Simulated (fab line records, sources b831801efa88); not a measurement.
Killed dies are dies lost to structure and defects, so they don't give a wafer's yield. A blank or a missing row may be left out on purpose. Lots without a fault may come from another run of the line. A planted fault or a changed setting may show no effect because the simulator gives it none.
fab line records | flow sky130
record lots=11 wafers=33 last_day=50
route steps=708 shown VIA1@460 METAL2@501 VIA3@597 PAD_OPEN@708
lots that met no fault: from a run of the same line without faults
start_h: hours from the record's first day to the start of the lot's first wafer shown | wait_h: hours since the lot's step before | " the same as in the row above | L1.1+2: a row that stands for several wafers | - no value, or no start given | * or withheld: withheld | < > ~ a bound
route shown NAME@n: a module of which the file shows steps, and the number in the route of the first | usual: mean/standard deviation of fault-free wafers | same: alike in all rows | chamber/n: place in a boat | sites: the reading at each site | _std_site: their standard deviation | _edge_site: outer sites' mean less inner sites' | radius_mm: how far each site lies from the wafer's centre | mask NAME#n: copy n | behind: the tool/chamber that last shaped the wafer | hold: why the lot was held/for how many hours/how that ended | device: the transistor (n, p or np) that didn't switch | end of line: the same wafers' tests at the end of the route | a step without rows: its recipe alone | killed: dies lost to structure and defects at the first sort, not the wafer's yield | map: a wafer's dies, x killed, . not, _ none there
set.NAME: the setting as run; set.NAME@STEP: as run at that earlier step | model.NAME: the simulator's own value behind a step, which no gauge read
steps of the route over a sample of lots; a table a step, a row a wafer
services: from which hour (start_h, from the record's first day; less than 0 if before it) a tool's chamber was out of use, for how many hours, and why
## steps
# step SKY_VIA1_CMP_02
# recipe material=SiO2 down_force_psi=4 platen_rpm=60 pad_velocity_m_s=0.94248
# usual head_pressure_psi=4.000/0.0085 motor_current_A=12.9/1.5 platen_rpm=60.00/0.039 retaining_ring_pressure_frac=1.000/0.0052
# columns lot.wafer tool chamber start_h wait_h head_pressure_psi motor_current_A platen_rpm retaining_ring_pressure_frac
L762.1 cmp-01 1 751.24 0.1 3.995 14.6 59.97 1.000
L762.3 " 2 " " 4.001 13.6 59.99 0.997
L762.5 " 1 " " 4.005 14.6 60.00 0.991
L763.3 cmp-02 1 765.90 0.1 4.014 12.9 60.02 1.001
L763.4 " 2 " " 4.001 11.5 59.99 1.003
L763.1 " 3 " " 3.999 10.6 59.96 0.998
L765.2 cmp-01 0 816.33 0.1 3.976 12.4 60.02 1.003
L765.3 " 1 " " 3.993 14.1 60.06 1.005
L765.5 " 2 " " 4.005 14.0 60.02 0.992
L764.3 cmp-02 0 816.55 0.0 4.006 10.8 60.03 1.005
L764.4 " 3 " " 3.999 11.0 60.03 1.001
L764.6 " 0 " " 4.001 10.4 59.95 1.009
L774.3 cmp-02 1 852.20 0.0 4.008 12.7 60.00 1.000
L774.4 " 3 " " 3.980 10.9 60.02 0.997
L774.6 " 2 " " 3.983 12.1 59.93 1.005
L775.2 cmp-01 0 855.99 0.0 4.003 11.1 59.97 0.996
L775.3 " 1 " " 4.005 14.0 59.93 1.004
L775.4 " 3 " " 3.993 14.6 60.07 1.001
L777.3 cmp-01 2 879.10 0.0 4.017 13.4 59.98 1.002
L777.5 " 2 " " 4.005 13.9 60.01 1.006
L777.6 " 3 " " 3.992 14.8 60.02 1.005
L779.2 cmp-01 3 908.58 0.1 4.005 14.2 59.95 0.989
L779.3 " 1 " " 4.005 13.8 59.95 1.001
L779.5 " 3 " " 4.008 14.4 60.06 0.999
L781.4 cmp-01 3 916.44 0.1 3.998 14.9 59.98 0.996
L781.1 " 1 " " 4.011 14.1 60.05 1.000
L781.6 " 2 " " 3.999 14.1 60.06 1.005
L783.4 cmp-02 2 917.40 0.0 4.006 11.6 60.00 1.005
L783.2 " 3 " " 4.005 11.4 59.98 1.003
L783.5 " 2 " " 3.996 11.5 59.93 1.008
L785.3 cmp-01 2 933.75 0.0 3.990 13.8 60.01 1.002
L785.1 " 3 " " 4.000 14.6 60.02 1.004
L785.2 " 0 " " 4.010 10.7 59.95 1.001
# step SKY_VIA1_ETCH_14
# recipe chemistry=N2/H2 target=BARC ion_energy_ev=200 source_w=500 bias_w=100 pressure_mtorr=30 n2_flow_sccm=100 h2_flow_sccm=200 stop_on=SiO2 time_s=45.9 target_depth_a=600
# usual drypump_motor_current_A=5.7/0.3 oes_product_au=0.855/0.0042 throttle_valve_pct=13.225/0.0085
# columns lot.wafer tool chamber start_h wait_h drypump_motor_current_A oes_product_au rf_hours_counter_h throttle_valve_pct
L762.1 rie_diel-04 1 778.43 0.0 5.7 0.864 9 13.221
L762.3 " 0 " " 5.8 0.857 2 13.215
L762.5 " 1 " " 5.7 0.860 - 13.234
L763.1 rie_diel-04 1 793.29 0.0 5.7 0.858 9 13.226
L763.3 " 3 " " 6.0 0.857 17 13.230
L763.4 " 0 " " 5.8 0.863 2 13.240
L765.2 rie_diel-04 0 842.53 0.0 5.8 0.856 4 13.219
L765.3 " 1 " " 5.7 0.860 11 13.227
L765.5 " 1 " " 5.7 0.857 - 13.223
L764.3 rie_diel-02 1 842.84 0.0 5.4 0.860 5 13.234
L764.4 " 2 " " 5.7 0.855 - 13.232
L764.6 " 3 " " 5.3 0.852 - 13.228
L774.3 rie_diel-01 2 879.59 0.0 5.2 0.862 1 13.240
L774.4 " 0 " " 5.8 0.862 - 13.212
L774.6 " 2 " " 5.2 0.860 - 13.220
L775.2 rie_diel-04 3 883.53 0.0 6.0 0.850 19 13.238
L775.3 " 1 " " 5.7 0.857 12 13.221
L775.4 " 2 " " 6.0 0.851 0 13.221
L777.3 rie_diel-01 1 906.68 0.0 5.7 0.849 26 13.226
L777.5 " 1 " " 5.7 0.855 - 13.230
L777.6 " 2 " " 5.2 0.856 - 13.213
L779.2 rie_diel-01 1 933.78 0.0 5.7 0.849 27 13.220
L779.3 " 3 " " 6.3 0.844 18 13.227
L779.5 " 2 " " 5.2 0.856 - 13.222
L781.1 rie_diel-04 2 941.23 0.0 6.0 0.845 2 13.219
L781.4 " 0 " " 5.8 0.863 6 13.225
L781.6 " 2 " " 6.0 0.858 - 13.241
L783.2 rie_diel-02 3 942.70 0.0 5.3 0.857 15 13.212
L783.4 " 1 " " 5.5 0.855 8 13.224
L783.5 " 0 " " 5.7 0.857 - 13.208
L785.1 rie_diel-02 1 959.08 0.0 5.5 0.853 8 13.227
L785.2 " 3 " " 5.3 0.856 16 13.220
L785.3 " 2 " " 5.8 0.853 17 13.224
# step SKY_METAL2_ETCH_18
# recipe chemistry=N2/H2 target=BARC ion_energy_ev=200 bias_w=100 pressure_mtorr=30 n2_flow_sccm=100 h2_flow_sccm=200 icp_w=500 stop_on=SiO2 time_s=45.9 target_depth_a=600
# usual drypump_motor_current_A=5.9/0.37 oes_product_au=0.856/0.0044 throttle_valve_pct=13.226/0.0088
# columns lot.wafer tool chamber start_h wait_h drypump_motor_current_A oes_product_au rf_hours_counter_h throttle_valve_pct
L762.1 rie_metal-02 0 807.92 0.0 5.7 0.848 7 13.225
L762.3 " 1 " " 5.7 0.855 - 13.226
L762.5 " 0 " " 5.7 0.841 - 13.214
L763.1 rie_metal-03 0 822.12 0.0 5.7 0.852 16 13.219
L763.3 " 0 " " 5.7 0.854 - 13.220
L763.4 " 1 " " 6.6 0.853 - 13.223
L765.2 rie_metal-04 1 870.10 0.0 5.9 0.865 17 13.238
L765.3 " 0 " " 5.7 0.851 - 13.228
L765.5 " 0 " " 5.7 0.857 - 13.226
L764.3 rie_metal-03 1 870.81 0.1 6.6 0.862 - 13.220
L764.4 " 1 " " 6.6 0.855 - 13.234
L764.6 " 1 " " 6.7 0.851 - 13.216
L774.3 rie_metal-03 0 907.41 0.0 5.7 0.861 - 13.231
L774.4 " 1 " " 6.6 0.857 - 13.223
L774.6 " 1 " " 6.6 0.861 - 13.230
L775.2 rie_metal-03 1 911.03 0.0 6.6 0.853 11 13.242
L775.3 " 1 " " 6.6 0.855 - 13.224
L775.4 " 0 " " 5.7 0.852 - 13.233
L777.3 rie_metal-04 1 932.39 0.0 5.9 0.856 - 13.230
L777.5 " 0 " " 5.7 0.852 - 13.221
L777.6 " 1 " " 5.9 0.859 - 13.229
L779.2 rie_metal-02 0 959.88 0.0 5.7 0.860 14 13.218
L779.3 " 1 " " 5.7 0.853 - 13.219
L779.5 " 1 " " 5.7 0.859 - 13.215
L781.1 rie_metal-04 1 967.98 0.0 5.9 0.860 3 13.225
L781.4 " 1 " " 5.9 0.849 - 13.220
L781.6 " 0 " " 5.7 0.859 - 13.232
L783.2 rie_metal-04 1 969.47 0.0 5.9 0.857 3 13.221
L783.4 " 0 " " 5.7 0.862 - 13.211
L783.5 " 1 " " 5.9 0.858 - 13.223
L785.1 rie_metal-02 1 985.52 0.0 5.7 0.859 8 13.230
L785.2 " 0 " " 5.7 0.856 15 13.215
L785.3 " 0 " " 5.7 0.861 - 13.227
# step SKY_VIA3_CMP_24
# recipe stop_on=SiO2 t_overpolish_s=20 down_force_psi=3.5 platen_rpm=60 target_thk_nm=0 pad_velocity_m_s=0.94248
# usual head_pressure_psi=3.500/0.0086 motor_current_A=11.2/1.3 overpolish_run_s=19.998/0.0092 platen_rpm=60.00/0.038 retaining_ring_pressure_frac=1.000/0.005 time_to_endpoint_s=96/3.4
# columns lot.wafer tool chamber start_h wait_h head_pressure_psi motor_current_A overpolish_run_s platen_rpm retaining_ring_pressure_frac time_to_endpoint_s
L762.3 cmp-01 2 918.76 0.1 3.502 12.4 20.012 59.98 1.007 97
L762.1 " 3 " " 3.502 13.5 20.000 60.01 0.998 93
L762.5 " 1 " " 3.500 12.7 20.006 59.97 0.996 95
L763.4 cmp-01 3 932.66 0.1 3.504 13.6 20.004 60.06 1.003 90
L763.1 " 0 " " 3.504 10.4 20.008 60.02 0.993 96
L763.3 " 1 " " 3.505 13.7 19.983 60.05 0.998 95
L765.2 cmp-01 0 976.81 0.1 3.513 9.7 19.996 60.00 0.995 94
L765.3 " 1 " " 3.488 12.7 19.984 60.06 0.992 99
L765.5 " 3 " " 3.494 13.5 19.996 59.99 0.996 96
L764.3 cmp-01 2 977.94 0.0 3.489 12.4 20.004 59.98 1.009 102
L764.4 " 0 " " 3.500 10.6 19.995 60.00 0.996 98
L764.6 " 2 " " 3.493 12.7 20.008 60.03 1.005 100
L774.3 cmp-01 0 1010.11 0.0 3.493 10.8 20.006 59.97 1.003 97
L774.4 " 1 " " 3.501 12.7 19.995 60.06 0.997 96
L774.6 " 1 " " 3.487 13.3 20.010 60.07 0.999 98
L775.2 cmp-02 0 1013.76 0.0 3.496 9.7 19.987 60.02 0.997 91
L775.4 " 2 " " 3.502 10.9 20.009 59.99 0.996 100
L775.3 " 3 " " 3.497 10.0 20.005 60.02 1.001 99
L777.3 cmp-02 2 1033.23 0.1 3.495 10.8 19.990 60.01 0.990 104
L777.5 " 1 " " 3.508 11.6 19.996 59.98 1.006 100
L777.6 " 2 " " 3.501 10.3 19.973 60.06 0.993 104
L779.2 cmp-02 0 1059.72 0.3 3.500 10.2 20.006 60.04 1.005 92
L779.3 " 1 " " 3.482 11.7 20.005 60.08 1.001 96
L779.5 " 3 " " 3.498 10.5 20.013 60.05 0.998 93
L781.1 cmp-02 1 1066.05 0.1 3.498 10.6 20.001 60.00 1.003 96
L781.4 " 2 " " 3.514 11.0 20.002 59.98 0.996 97
L781.6 " 1 " " 3.484 11.5 19.983 59.99 0.998 97
L783.4 cmp-02 1 1067.20 0.0 3.503 11.3 20.002 60.05 1.001 101
L783.2 " 0 " " 3.498 9.1 19.993 59.96 1.006 97
L783.5 " 1 " " 3.485 12.1 19.995 59.95 1.003 101
L785.3 cmp-02 1 1081.79 0.1 3.502 11.9 20.008 60.03 1.007 96
L785.1 " 2 " " 3.497 10.9 19.994 60.01 0.998 98
L785.2 " 3 " " 3.512 9.9 19.997 60.03 0.991 93
# step SKY_PAD_OPEN_PROBE_99
# usual defect_limited_yield=82.6/1.8 killed_at_M0_to_M3=43/7 killed_at_M4_up=3.4/1.9 killed_at_contacts=24/5.4 killed_at_front_end=15/4.4 killed_at_other=0.4/0.63 killed_dies=86/9.1 killed_on_rim=16/3.5 killed_open=46/6.6 killed_short=39/6.6 sort_bin_3_pad_short=0.9/0.46 sort_bin_5_function=10.3/1.4 sort_bin_6_memory=6.2/1.1 sort_n_pass=406/9.1 sort_yield_pct=82.6/1.8
# same gross_dies=492 killed_at_back_side=0 sort_bin_4_leakage[%]=0 sort_bin_8_speed[%]=0
# columns lot.wafer tool chamber start_h wait_h hold defect_limited_yield[%] killed_at_M0_to_M3 killed_at_M4_up killed_at_contacts killed_at_front_end killed_at_other killed_dies killed_on_rim killed_open killed_short sort_bin_3_pad_short[%] sort_bin_5_function[%] sort_bin_6_memory[%] sort_n_pass sort_yield_pct[%]
L762.1 prober-01 - 1064.20 0.1 - 81.7 50 3 25 12 0 90 14 50 40 1.2 11.4 5.7 402 81.7
L762.3 prober-01 - 1064.30 0.2 - 85.2 38 2 21 11 1 73 16 41 32 0.6 7.5 6.7 419 85.2
L762.5 prober-01 - 1064.40 0.2 - 84.3 43 2 19 13 0 77 15 40 37 0.2 11.2 4.3 415 84.3
L763.1 prober-02 - 1078.15 0.1 - 84.8 47 4 13 11 0 75 18 45 30 0.6 8.5 6.1 417 84.8
L763.3 prober-02 - 1078.25 0.2 - 77.2 61 4 37 10 0 112 19 66 46 1.0 14.4 7.3 380 77.2
L763.4 prober-02 - 1078.30 0.2 - 81.1 52 0 32 9 0 93 17 54 39 1.2 9.1 8.5 399 81.1
L765.2 prober-01 - 1114.91 0.1 - 83.3 44 2 18 18 0 82 13 48 32 0.6 9.8 6.3 410 83.3
L765.3 prober-01 - 1114.96 0.2 - 82.7 39 4 21 21 0 85 8 54 31 0.2 11.8 5.3 407 82.7
L765.5 prober-01 - 1115.06 0.2 - 81.1 48 3 16 26 0 93 14 52 36 0.6 10.6 7.7 399 81.1
L764.3 prober-02 - 1117.29 0.2 await_dispo/3.1h/release 79.7 51 2 31 16 0 100 26 53 45 1.4 12.0 6.9 392 79.7
L764.4 prober-02 - 1117.34 0.2 await_dispo/3.1h/release 28.5 329 1 15 6 1 352 71 23 19 7.1 48.2 16.3 140 28.5
L764.6 prober-02 - 1117.44 0.2 await_dispo/3.1h/release 79.7 47 2 29 22 0 100 17 60 40 0.8 13.0 6.5 392 79.7
L774.3 prober-01 - 1143.12 0.2 await_dispo/1.3h/release 27.2 336 5 8 8 1 358 67 26 28 5.9 50.4 16.5 134 27.2
L774.4 prober-01 - 1143.17 0.2 await_dispo/1.3h/release 83.7 42 1 23 14 0 80 14 51 29 0.2 11.2 4.9 412 83.7
L774.6 prober-01 - 1143.27 0.2 await_dispo/1.3h/release 82.1 42 3 24 18 1 88 15 50 38 1.2 10.6 6.1 404 82.1
L775.2 prober-02 - 1147.09 0.1 - 84.3 34 3 20 20 0 77 14 46 31 0.8 9.3 5.5 415 84.3
L775.3 prober-02 - 1147.14 0.2 - 82.1 41 7 21 18 1 88 16 48 40 1.2 10.0 6.7 404 82.1
L775.4 prober-02 - 1147.19 0.2 - 82.7 29 4 25 26 1 85 16 45 40 1.4 10.6 5.3 407 82.7
L777.3 prober-02 - 1163.45 0.2 - 87.0 34 0 15 15 0 64 10 38 26 0.6 7.9 4.5 428 87.0
L777.5 prober-02 - 1163.55 0.2 - 80.7 46 5 26 17 1 95 20 57 37 0.4 12.2 6.7 397 80.7
L777.6 prober-02 - 1163.60 0.2 - 84.6 44 3 21 8 0 76 11 48 28 0.6 10.0 4.9 416 84.6
L779.2 prober-01 - 1183.00 0.1 - 85.0 41 5 16 12 0 74 14 48 26 0.8 9.1 5.1 418 85.0
L779.3 prober-01 - 1183.05 0.2 - 84.6 44 2 24 6 0 76 8 45 31 0.4 8.3 6.7 416 84.6
L779.5 prober-01 - 1183.15 0.2 - 82.5 38 5 22 21 0 86 22 43 43 1.0 10.2 6.3 406 82.5
L781.1 prober-01 - 1187.24 0.1 - 82.5 40 3 21 21 1 86 18 43 43 1.2 10.4 5.9 406 82.5
L781.4 prober-01 - 1187.39 0.2 - 84.3 41 2 23 11 0 77 14 41 36 0.4 10.8 4.5 415 84.3
L781.6 prober-01 - 1187.49 0.2 - 82.5 38 6 29 13 0 86 17 46 39 0.8 10.6 6.1 406 82.5
L783.2 prober-02 - 1188.30 0.1 - 82.9 39 6 22 17 0 84 15 46 38 0.6 12.0 4.5 408 82.9
L783.4 prober-02 - 1188.40 0.2 - 83.1 37 3 30 13 0 83 21 50 33 1.0 8.9 6.9 409 83.1
L783.5 prober-02 - 1188.45 0.2 - 84.8 35 3 25 12 0 75 17 37 38 1.2 8.5 5.5 417 84.8
L785.1 prober-02 - 1201.02 0.1 - 82.7 52 2 15 14 2 85 25 50 33 0.2 11.4 5.7 407 82.7
L785.2 prober-02 - 1201.07 0.1 - 78.5 50 9 24 21 2 106 15 49 56 2.0 11.8 7.7 386 78.5
L785.3 prober-02 - 1201.12 0.2 - 83.5 45 7 20 9 0 81 12 44 37 1.0 9.6 5.9 411 83.5
# killed by level:class
L762.1 VIA1:geometric_particle:open=13 CONTACT:geometric_particle:open=10 LI_CONTACT:geometric_particle:open=7 METAL3:geometric_particle:short=6 POLY_GATE:geometric_particle:open=5 VIA1:geometric_particle:short=5 VIA2:geometric_particle:short=5 VIA3:geometric_particle:open=5
L762.3 VIA1:geometric_particle:open=12 LI_CONTACT:geometric_particle:short=6 LI_CONTACT:geometric_particle:open=6 CONTACT:geometric_particle:open=5 VIA3:geometric_particle:open=5 CONTACT:geometric_particle:short=4 VIA1:geometric_particle:short=4 VIA3:geometric_particle:short=4
L762.5 VIA1:geometric_particle:open=10 CONTACT:geometric_particle:open=6 METAL1:geometric_particle:short=6 VIA1:geometric_particle:short=6 VIA2:geometric_particle:open=6 FIELD_ISO:geometric_particle:open=5 LI_CONTACT:geometric_particle:open=5 LOCAL_INTERCONNECT:geometric_particle:short=5
L763.1 VIA1:geometric_particle:open=18 VIA3:geometric_particle:open=10 CONTACT:geometric_particle:open=6 FIELD_ISO:geometric_particle:short=5 METAL1:geometric_particle:short=5 CONTACT:geometric_particle:short=4 VIA2:geometric_particle:open=4 VIA1:geometric_particle:short=3
L763.3 VIA1:geometric_particle:open=18 LI_CONTACT:geometric_particle:open=13 CONTACT:geometric_particle:open=12 VIA1:geometric_particle:short=9 CONTACT:geometric_particle:short=7 VIA2:geometric_particle:open=7 VIA3:geometric_particle:open=6 FIELD_ISO:geometric_particle:open=5
L763.4 VIA1:geometric_particle:open=13 CONTACT:geometric_particle:open=11 CONTACT:geometric_particle:short=8 METAL1:geometric_particle:short=8 VIA2:geometric_particle:open=8 LI_CONTACT:geometric_particle:open=7 VIA3:geometric_particle:open=7 VIA2:geometric_particle:short=7
L765.2 VIA1:geometric_particle:open=12 VIA1:geometric_particle:short=9 CONTACT:geometric_particle:open=8 VIA2:geometric_particle:open=8 SPACER:geometric_particle:open=5 LI_CONTACT:geometric_particle:open=5 VIA2:geometric_particle:short=4 VIA3:geometric_particle:open=4
L765.3 VIA1:geometric_particle:open=13 CONTACT:geometric_particle:open=9 LI_CONTACT:geometric_particle:open=8 FIELD_ISO:geometric_particle:open=6 POLY_GATE:geometric_particle:short=6 VIA1:geometric_particle:short=6 VIA3:geometric_particle:open=5 VIA2:geometric_particle:open=5
L765.5 VIA1:geometric_particle:open=18 CONTACT:geometric_particle:open=8 FIELD_ISO:geometric_particle:short=7 FIELD_ISO:geometric_particle:open=5 VIA2:geometric_particle:open=5 VIA3:geometric_particle:open=5 METAL2:geometric_particle:short=4 POLY_GATE:geometric_particle:short=4
L764.3 CONTACT:geometric_particle:open=15 METAL2:geometric_particle:short=9 VIA3:geometric_particle:open=9 CONTACT:geometric_particle:short=6 VIA1:geometric_particle:open=6 VIA2:geometric_particle:open=6 FIELD_ISO:geometric_particle:short=5 VIA1:geometric_particle:short=5
L764.4 VIA3:unspecified=310 METAL1:geometric_particle:short=6 VIA1:geometric_particle:open=6 CONTACT:geometric_particle:short=4 CONTACT:geometric_particle:open=4 LI_CONTACT:geometric_particle:open=3 LOCAL_INTERCONNECT:geometric_particle:short=2 VIA3:geometric_particle:open=2
L764.6 POLY_GATE:geometric_particle:open=12 VIA1:geometric_particle:open=11 CONTACT:geometric_particle:open=10 VIA2:geometric_particle:open=7 LI_CONTACT:geometric_particle:open=6 CONTACT:geometric_particle:short=5 METAL1:geometric_particle:short=5 METAL2:geometric_particle:short=5
L774.3 VIA3:unspecified=304 METAL1:geometric_particle:short=6 VIA2:geometric_particle:open=6 CONTACT:geometric_particle:open=4 VIA2:geometric_particle:short=4 POLY_GATE:geometric_particle:open=3 VIA1:geometric_particle:open=3 METAL2:geometric_particle:short=3
L774.4 LI_CONTACT:geometric_particle:open=13 VIA1:geometric_particle:open=11 METAL1:geometric_particle:short=6 VIA2:geometric_particle:open=6 VIA1:geometric_particle:short=5 VIA3:geometric_particle:open=5 POLY_GATE:geometric_particle:open=4 CONTACT:geometric_particle:open=4
L774.6 VIA1:geometric_particle:open=11 CONTACT:geometric_particle:open=10 VIA2:geometric_particle:open=8 POLY_GATE:geometric_particle:short=7 LI_CONTACT:geometric_particle:open=6 METAL1:geometric_particle:short=6 METAL2:geometric_particle:short=5 FIELD_ISO:geometric_particle:open=4
L775.2 VIA1:geometric_particle:open=11 CONTACT:geometric_particle:open=9 FIELD_ISO:geometric_particle:open=6 POLY_GATE:geometric_particle:open=6 VIA2:geometric_particle:open=5 LOCAL_INTERCONNECT:geometric_particle:short=4 CONTACT:geometric_particle:short=4 VIA2:geometric_particle:short=4
L775.3 VIA1:geometric_particle:open=9 FIELD_ISO:geometric_particle:open=7 LI_CONTACT:geometric_particle:open=7 METAL4:geometric_particle:short=7 CONTACT:geometric_particle:open=7 METAL1:geometric_particle:short=7 VIA3:geometric_particle:open=7 VIA2:geometric_particle:open=6
L775.4 FIELD_ISO:geometric_particle:open=10 CONTACT:geometric_particle:open=10 FIELD_ISO:geometric_particle:short=9 VIA1:geometric_particle:open=9 LI_CONTACT:geometric_particle:open=6 CONTACT:geometric_particle:short=5 METAL3:geometric_particle:short=4 POLY_GATE:geometric_particle:short=3
L777.3 VIA1:geometric_particle:open=13 VIA2:geometric_particle:open=7 FIELD_ISO:geometric_particle:short=6 LI_CONTACT:geometric_particle:open=4 LOCAL_INTERCONNECT:geometric_particle:short=4 CONTACT:geometric_particle:open=4 METAL2:geometric_particle:short=4 FIELD_ISO:geometric_particle:open=3
L777.5 VIA1:geometric_particle:open=14 CONTACT:geometric_particle:open=10 VIA3:geometric_particle:open=9 METAL1:geometric_particle:short=8 LI_CONTACT:geometric_particle:open=7 FIELD_ISO:geometric_particle:short=5 POLY_GATE:geometric_particle:short=5 LOCAL_INTERCONNECT:geometric_particle:short=4
L777.6 VIA1:geometric_particle:open=16 CONTACT:geometric_particle:open=8 VIA3:geometric_particle:open=8 POLY_GATE:geometric_particle:short=5 VIA2:geometric_particle:open=5 METAL2:geometric_particle:short=5 LI_CONTACT:geometric_particle:open=4 LOCAL_INTERCONNECT:geometric_particle:short=4
L779.2 VIA2:geometric_particle:open=12 VIA1:geometric_particle:open=12 LI_CONTACT:geometric_particle:open=6 CONTACT:geometric_particle:open=6 METAL4:geometric_particle:short=3 LOCAL_INTERCONNECT:geometric_particle:short=3 VIA1:geometric_particle:short=3 METAL2:geometric_particle:short=3
L779.3 CONTACT:geometric_particle:open=11 VIA1:geometric_particle:open=10 VIA2:geometric_particle:open=9 METAL2:geometric_particle:short=7 LI_CONTACT:geometric_particle:open=5 VIA3:geometric_particle:short=5 VIA3:geometric_particle:open=4 LOCAL_INTERCONNECT:geometric_particle:short=3
L779.5 CONTACT:geometric_particle:open=13 VIA3:geometric_particle:open=6 VIA2:geometric_particle:open=6 VIA1:geometric_particle:open=5 POLY_GATE:geometric_particle:open=5 METAL1:geometric_particle:short=5 VIA1:geometric_particle:short=5 POLY_GATE:geometric_particle:short=4
L781.1 VIA1:geometric_particle:open=12 POLY_GATE:geometric_particle:short=9 LI_CONTACT:geometric_particle:open=6 CONTACT:geometric_particle:open=6 METAL1:geometric_particle:short=6 VIA2:geometric_particle:open=6 METAL3:geometric_particle:short=5 FIELD_ISO:geometric_particle:open=4
L781.4 VIA1:geometric_particle:open=8 CONTACT:geometric_particle:open=7 VIA2:geometric_particle:open=7 VIA3:geometric_particle:open=6 LI_CONTACT:geometric_particle:short=5 LI_CONTACT:geometric_particle:open=5 VIA1:geometric_particle:short=5 METAL2:geometric_particle:short=4
L781.6 CONTACT:geometric_particle:open=10 LOCAL_INTERCONNECT:geometric_particle:short=9 VIA1:geometric_particle:open=8 VIA3:geometric_particle:open=6 METAL1:geometric_particle:short=6 VIA2:geometric_particle:open=5 METAL4:geometric_particle:short=5 LI_CONTACT:geometric_particle:open=4
L783.2 CONTACT:geometric_particle:open=10 VIA1:geometric_particle:open=9 FIELD_ISO:geometric_particle:short=7 VIA2:geometric_particle:open=7 FIELD_ISO:geometric_particle:open=4 LI_CONTACT:geometric_particle:open=4 CONTACT:geometric_particle:short=4 METAL2:geometric_particle:short=4
L783.4 CONTACT:geometric_particle:open=16 VIA3:geometric_particle:open=10 METAL1:geometric_particle:short=6 CONTACT:geometric_particle:short=5 METAL2:geometric_particle:short=5 VIA2:geometric_particle:open=5 POLY_GATE:geometric_particle:open=4 LI_CONTACT:geometric_particle:open=4
L783.5 VIA1:geometric_particle:open=8 CONTACT:geometric_particle:open=7 LI_CONTACT:geometric_particle:open=6 LOCAL_INTERCONNECT:geometric_particle:short=6 VIA1:geometric_particle:short=5 METAL3:geometric_particle:short=4 VIA2:geometric_particle:open=4 FIELD_ISO:geometric_particle:short=3
L785.1 VIA1:geometric_particle:open=18 CONTACT:geometric_particle:open=6 VIA2:geometric_particle:open=6 VIA3:geometric_particle:open=6 VIA2:geometric_particle:short=5 LI_CONTACT:geometric_particle:open=4 METAL1:geometric_particle:short=4 VIA1:geometric_particle:short=4
L785.2 VIA1:geometric_particle:open=9 VIA2:geometric_particle:open=8 VIA1:geometric_particle:short=8 CONTACT:geometric_particle:open=7 METAL4:geometric_particle:short=7 LI_CONTACT:geometric_particle:open=6 CONTACT:geometric_particle:short=5 METAL1:geometric_particle:short=5
L785.3 VIA3:geometric_particle:open=12 LI_CONTACT:geometric_particle:open=9 VIA1:geometric_particle:open=8 METAL4:geometric_particle:short=6 METAL2:geometric_particle:short=6 METAL1:geometric_particle:short=5 CONTACT:geometric_particle:short=4 CONTACT:geometric_particle:open=4
## services
# columns tool chamber start_h hours kind
cmp-02 - 735.66 0.2 repair
cmp-01 - 741.61 0.6 repair
cmp-02 - 743.54 17.4 pm
cmp-01 - 744.00 4.0 pm
rie_diel-04 - 745.92 2.8 pm
rie_metal-04 - 749.36 1.1 repair
rie_metal-03 1 752.45 6.3 repair
cmp-01 - 802.36 3.0 repair
cmp-02 - 804.24 1.8 repair
cmp-02 - 817.19 6.6 pm
rie_diel-04 2 820.89 9.6 repair
cmp-01 - 834.26 2.6 repair
rie_diel-04 2 860.65 4.4 repair
cmp-02 - 868.94 3.0 repair
cmp-02 - 888.41 8.2 pm
cmp-01 - 893.89 1.3 repair
rie_diel-04 3 912.71 7.0 repair
cmp-02 - 919.52 4.0 pm
rie_diel-04 3 920.05 5.9 repair
rie_diel-04 3 948.60 7.6 repair
rie_metal-04 1 997.98 14.3 repair
cmp-02 - 1025.51 1.0 repair
cmp-01 - 1069.01 0.7 repair
cmp-01 - 1074.68 3.7 pm
## key
first_sign step=SKY_PAD_OPEN_PROBE_99 reading=killed_at_M0_to_M3 direction=up sigmas=42 usual=43 struck=332
effect step=SKY_PAD_OPEN_PROBE_99 reading=defect_limited_yield direction=down sigmas=30 usual=82.6 struck=27.8
met_at SKY_VIA3_CMP_24
struck_lots L764,L774
struck_wafers L764.4,L774.3
not_acting_at SKY_VIA1_CMP_02,SKY_VIA1_ETCH_14,SKY_METAL2_ETCH_18
onset_between 976.81 977.94
fault kind=chamber_particle_source tool=cmp-01 chamber=0 onset_h=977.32 steps=SKY_VIA3_CMP_24 rate_per_visit_cm2=2.022 end_h=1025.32
